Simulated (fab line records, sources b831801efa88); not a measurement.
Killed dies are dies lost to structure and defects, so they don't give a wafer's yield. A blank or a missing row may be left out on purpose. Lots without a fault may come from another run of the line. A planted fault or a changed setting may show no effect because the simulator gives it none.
fab line records | flow gf180mcu
record lots=13 wafers=39 last_day=34
route steps=602 shown STI@5 NWELL@50 MVPSD@139
lots that met no fault: from a run of the same line without faults
start_h: hours from the record's first day to the start of the lot's first wafer shown | wait_h: hours since the lot's step before | " the same as in the row above | L1.1+2: a row that stands for several wafers | - no value, or no start given | * or withheld: withheld | < > ~ a bound
route shown NAME@n: a module of which the file shows steps, and the number in the route of the first | usual: mean/standard deviation of fault-free wafers | same: alike in all rows | chamber/n: place in a boat | sites: the reading at each site | _std_site: their standard deviation | _edge_site: outer sites' mean less inner sites' | radius_mm: how far each site lies from the wafer's centre | mask NAME#n: copy n | behind: the tool/chamber that last shaped the wafer | hold: why the lot was held/for how many hours/how that ended | device: the transistor (n, p or np) that didn't switch | end of line: the same wafers' tests at the end of the route | a step without rows: its recipe alone | killed: dies lost to structure and defects at the first sort, not the wafer's yield | map: a wafer's dies, x killed, . not, _ none there
set.NAME: the setting as run; set.NAME@STEP: as run at that earlier step | model.NAME: the simulator's own value behind a step, which no gauge read
steps of the route over a sample of lots; a table a step, a row a wafer
services: from which hour (start_h, from the record's first day; less than 0 if before it) a tool's chamber was out of use, for how many hours, and why
## steps
# step GF_STI_THK_MEAS_04
# recipe reads=Si3N4_of_STI_CVD_03
# usual STI_CVD_03_THK=207.5/2.1
# columns lot.wafer tool chamber start_h wait_h STI_CVD_03_THK[nm]
L159.1 film_metro-02 - 20.50 0.0 203.6
L159.2 " - " " 203.8
L159.3 " - " " 203.1
L160.2 film_metro-04 - 24.46 0.0 208.1
L160.5 " - " " 208.9
L160.6 " - " " 206.7
L161.2 film_metro-02 - 31.38 0.0 208.6
L161.3 " - " " 210.1
L161.5 " - " " 209.4
L162.1 film_metro-02 - 34.34 0.0 206.5
L162.3 " - " " 208.5
L162.4 " - " " 207.9
L163.4 film_metro-01 - 39.64 0.0 205.3
L163.5 " - " " 206.6
L163.6 " - " " 207.0
L164.2 film_metro-02 - 44.10 0.0 207.0
L164.4 " - " " 207.6
L164.5 " - " " 205.1
L170.1 film_metro-04 - 73.56 0.0 208.8
L170.2 " - " " 207.7
L170.6 " - " " 210.0
L173.2 film_metro-04 - 88.84 0.0 208.1
L173.4 " - " " 207.9
L173.5 " - " " 210.1
L175.1 film_metro-04 - 101.75 0.0 205.7
L175.3 " - " " 204.2
L175.6 " - " " 204.8
L176.1 film_metro-04 - 105.87 0.0 205.3
L176.4 " - " " 206.2
L176.5 " - " " 207.7
L177.2 film_metro-04 - 109.75 0.0 210.4
L177.3 " - " " 209.9
L177.4 " - " " 210.6
L179.2 film_metro-01 - 118.87 0.0 208.5
L179.4 " - " " 208.0
L179.5 " - " " 207.6
L181.3 film_metro-02 - 130.84 0.0 207.1
L181.4 " - " " 205.8
L181.5 " - " " 205.6
# step GF_STI_THK_MEAS_22
# recipe reads=SiO2_of_STI_OXIDATION_21
# usual STI_OXIDATION_01_THK=14.95/0.26
# columns lot.wafer tool chamber start_h wait_h STI_OXIDATION_01_THK[nm]
L159.1 film_metro-02 - 36.17 0.0 15.00
L159.2 " - " " 15.28
L159.3 " - " " 15.16
L160.2 film_metro-04 - 38.25 0.0 15.21
L160.5 " - " " 15.06
L160.6 " - " " 14.93
L161.2 film_metro-02 - 44.49 0.0 14.62
L161.3 " - " " 14.70
L161.5 " - " " 14.50
L162.1 film_metro-01 - 48.00 0.0 14.61
L162.3 " - " " 14.37
L162.4 " - " " 14.74
L163.4 film_metro-01 - 54.26 0.0 14.69
L163.5 " - " " 14.78
L163.6 " - " " 14.59
L164.2 film_metro-01 - 58.63 0.0 15.15
L164.4 " - " " 15.06
L164.5 " - " " 15.39
L170.1 film_metro-04 - 89.78 0.0 14.97
L170.2 " - " " 15.15
L170.6 " - " " 15.18
L173.2 film_metro-02 - 104.92 0.0 14.77
L173.4 " - " " 15.04
L173.5 " - " " 15.12
L175.1 film_metro-04 - 117.96 0.0 14.86
L175.3 " - " " 14.96
L175.6 " - " " 14.88
L176.1 film_metro-02 - 122.33 0.0 15.19
L176.4 " - " " 15.26
L176.5 " - " " 15.31
L177.2 film_metro-02 - 125.79 0.0 14.83
L177.3 " - " " 14.76
L177.4 " - " " 14.77
L179.2 film_metro-01 - 136.67 0.0 15.18
L179.4 " - " " 15.13
L179.5 " - " " 15.38
L181.3 film_metro-02 - 146.98 0.0 15.13
L181.4 " - " " 14.84
L181.5 " - " " 15.06
# step GF_NWELL_IMPLANT_08
# recipe species=P energy_kev=450 dose_cm2=1.5e+13 tilt_deg=0
# usual end_station_pressure_torr=5.08e-06/2.5e-07
# same implant_ion_amu=31
# columns lot.wafer tool chamber start_h wait_h end_station_pressure_torr
L159.1 implanter-02 0 65.00 0.0 5.27e-06
L159.2 " 0 " " 4.88e-06
L159.3 " 0 " " 5.03e-06
L160.2 implanter-01 0 66.81 0.0 5.27e-06
L160.5 " 0 " " 4.95e-06
L160.6 " 0 " " 5e-06
L161.2 implanter-04 0 73.46 0.0 4.62e-06
L161.3 " 0 " " 4.97e-06
L161.5 " 0 " " 4.78e-06
L162.1 implanter-02 0 77.94 0.0 5.27e-06
L162.3 " 0 " " 5.13e-06
L162.4 " 0 " " 5.33e-06
L163.4 implanter-04 0 84.46 0.1 5.21e-06
L163.5 " 0 " " 5.22e-06
L163.6 " 0 " " 5.27e-06
L164.2 implanter-01 0 87.98 0.0 5.21e-06
L164.4 " 0 " " 4.89e-06
L164.5 " 0 " " 5.22e-06
L170.1 implanter-01 0 123.80 0.0 5.3e-06
L170.2 " 0 " " 5.14e-06
L170.6 " 0 " " 5.1e-06
L173.2 implanter-01 0 138.51 0.0 5.02e-06
L173.4 " 0 " " 4.95e-06
L173.5 " 0 " " 5.04e-06
L175.1 implanter-04 0 151.89 0.0 5.7e-06
L175.3 " 0 " " 5.04e-06
L175.6 " 0 " " 5.15e-06
L176.1 implanter-02 0 155.30 0.0 5.29e-06
L176.4 " 0 " " 5.33e-06
L176.5 " 0 " " 5.02e-06
L177.2 implanter-04 0 159.78 0.0 4.95e-06
L177.3 " 0 " " 5.16e-06
L177.4 " 0 " " 5.23e-06
L179.2 implanter-04 0 171.78 0.0 5.02e-06
L179.4 " 0 " " 5.56e-06
L179.5 " 0 " " 4.82e-06
L181.3 implanter-02 0 181.24 0.1 5.08e-06
L181.4 " 0 " " 5.61e-06
L181.5 " 0 " " 4.58e-06
# step GF_NWELL_TW_MEAS_11
# usual NWELL_TW=1572/14
# columns lot.wafer tool chamber start_h wait_h NWELL_TW
L159.1 film_metro-02 - 65.40 0.1 1592
L159.2 " - " " 1581
L159.3 " - " " 1589
L160.2 film_metro-02 - 67.20 0.1 1583
L160.5 " - " " 1588
L160.6 " - " " 1583
L161.2 film_metro-02 - 73.84 0.1 1586
L161.3 " - " " 1577
L161.5 " - " " 1574
L162.1 film_metro-01 - 78.34 0.1 1543
L162.3 " - " " 1543
L162.4 " - " " 1551
L163.4 film_metro-01 - 84.81 0.1 1552
L163.5 " - " " 1544
L163.6 " - " " 1549
L164.2 film_metro-02 - 88.36 0.1 1571
L164.4 " - " " 1569
L164.5 " - " " 1573
L170.1 film_metro-03 - 124.20 0.1 1407
L170.2 " - " " 1405
L170.6 " - " " 1412
L173.2 film_metro-02 - 138.89 0.1 1419
L173.4 " - " " 1432
L173.5 " - " " 1423
L175.1 film_metro-03 - 152.29 0.1 1581
L175.3 " - " " 1578
L175.6 " - " " 1583
L176.1 film_metro-03 - 155.70 0.1 1589
L176.4 " - " " 1585
L176.5 " - " " 1587
L177.2 film_metro-03 - 160.16 0.1 1589
L177.3 " - " " 1580
L177.4 " - " " 1581
L179.2 film_metro-02 - 172.16 0.1 1577
L179.4 " - " " 1583
L179.5 " - " " 1582
L181.3 film_metro-02 - 181.61 0.1 1577
L181.4 " - " " 1577
L181.5 " - " " 1586
# step GF_VT_IMPLANT_RS_MEAS_47
# recipe thk_meas_gauge=four-point-probe
# usual NWELL_RS=487.7/1.3
# columns lot.wafer tool chamber start_h wait_h NWELL_RS[ohm/sq]
L159.1 film_metro-03 - 168.46 0.1 487.8
L159.2 " - " " 486.8
L159.3 " - " " 487.9
L160.2 film_metro-03 - 171.79 0.1 486.9
L160.5 " - " " 488.2
L160.6 " - " " 487.5
L161.2 film_metro-01 - 176.90 0.1 487.1
L161.3 " - " " 485.3
L161.5 " - " " 487.9
L162.1 film_metro-01 - 183.97 0.1 487.0
L162.3 " - " " 487.5
L162.4 " - " " 486.8
L163.4 film_metro-01 - 190.73 0.1 487.2
L163.5 " - " " 487.4
L163.6 " - " " 486.9
L164.2 film_metro-02 - 195.54 0.1 490.0
L164.4 " - " " 490.3
L164.5 " - " " 488.7
L170.1 film_metro-01 - 242.08 0.1 605.0
L170.2 " - " " 603.5
L170.6 " - " " 599.8
L173.2 film_metro-02 - 258.43 0.1 606.3
L173.4 " - " " 608.3
L173.5 " - " " 606.9
L175.1 film_metro-02 - 274.86 0.1 488.0
L175.3 " - " " 486.8
L175.6 " - " " 487.0
L176.1 film_metro-02 - 280.17 0.1 487.0
L176.4 " - " " 487.4
L176.5 " - " " 488.2
L177.2 film_metro-02 - 285.38 0.1 489.0
L177.3 " - " " 487.2
L177.4 " - " " 488.9
L179.2 film_metro-01 - 299.83 0.1 488.5
L179.4 " - " " 487.0
L179.5 " - " " 487.5
L181.3 film_metro-01 - 312.15 0.1 488.0
L181.4 " - " " 485.8
L181.5 " - " " 485.6
# step GF_VT_IMPLANT_RS_MEAS_49
# recipe thk_meas_gauge=four-point-probe
# usual MVPSD_RS=1168.2/3
# columns lot.wafer tool chamber start_h wait_h MVPSD_RS[ohm/sq]
L159.1 film_metro-03 - 168.70 0.1 1170.6
L159.2 " - " " 1169.3
L159.3 " - " " 1167.1
L160.2 film_metro-03 - 172.03 0.1 1168.2
L160.5 " - " " 1167.9
L160.6 " - " " 1168.3
L161.2 film_metro-01 - 177.14 0.1 1170.8
L161.3 " - " " 1166.2
L161.5 " - " " 1172.7
L162.1 film_metro-01 - 184.21 0.1 1170.1
L162.3 " - " " 1169.6
L162.4 " - " " 1168.2
L163.4 film_metro-01 - 190.97 0.1 1165.0
L163.5 " - " " 1168.7
L163.6 " - " " 1169.0
L164.2 film_metro-02 - 195.78 0.1 1169.2
L164.4 " - " " 1165.6
L164.5 " - " " 1170.9
L170.1 film_metro-01 - 242.32 0.1 1168.2
L170.2 " - " " 1165.3
L170.6 " - " " 1163.2
L173.2 film_metro-02 - 258.67 0.1 1169.9
L173.4 " - " " 1168.7
L173.5 " - " " 1165.4
L175.1 film_metro-02 - 275.10 0.1 1166.6
L175.3 " - " " 1171.2
L175.6 " - " " 1169.3
L176.1 film_metro-02 - 280.41 0.1 1174.8
L176.4 " - " " 1169.6
L176.5 " - " " 1173.0
L177.2 film_metro-02 - 285.62 0.1 1171.3
L177.3 " - " " 1168.6
L177.4 " - " " 1168.6
L179.2 film_metro-01 - 300.07 0.1 1164.8
L179.4 " - " " 1167.9
L179.5 " - " " 1165.6
L181.3 film_metro-01 - 312.39 0.1 1167.1
L181.4 " - " " 1171.3
L181.5 " - " " 1172.7
## services
# columns tool chamber start_h hours kind
implanter-02 - 53.56 1.8 repair
implanter-04 - 58.51 0.7 repair
implanter-02 - 84.57 3.9 repair
implanter-04 - 121.73 2.9 repair
implanter-04 - 150.67 1.1 repair
implanter-02 - 152.15 1.8 repair
implanter-01 - 154.90 6.6 repair
## key
first_sign step=GF_NWELL_TW_MEAS_11 reading=NWELL_TW direction=down sigmas=11 usual=1572 struck=1416
effect step=GF_VT_IMPLANT_RS_MEAS_47 reading=NWELL_RS direction=up sigmas=93 usual=487.7 struck=605.0
met_at GF_NWELL_IMPLANT_08
struck_lots L170,L173
tester_left_out L170,L173
not_acting_at GF_STI_THK_MEAS_04,GF_STI_THK_MEAS_22,GF_VT_IMPLANT_RS_MEAS_49
onset_between 87.98 123.80
fault kind=process_parameter_drift tool=implanter-01 chamber=- onset_h=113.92 steps=GF_NWELL_IMPLANT_08 channel=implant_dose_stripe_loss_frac offset=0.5 shape=step end_h=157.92
# tester_left_out: of these lots the tester's yield and bins aren't shown, on N5 and GAA mostly nor the transistor test; their killed dies are dies lost to structure and defects alone, not to doping, threshold or leakage, so they don't give the yield
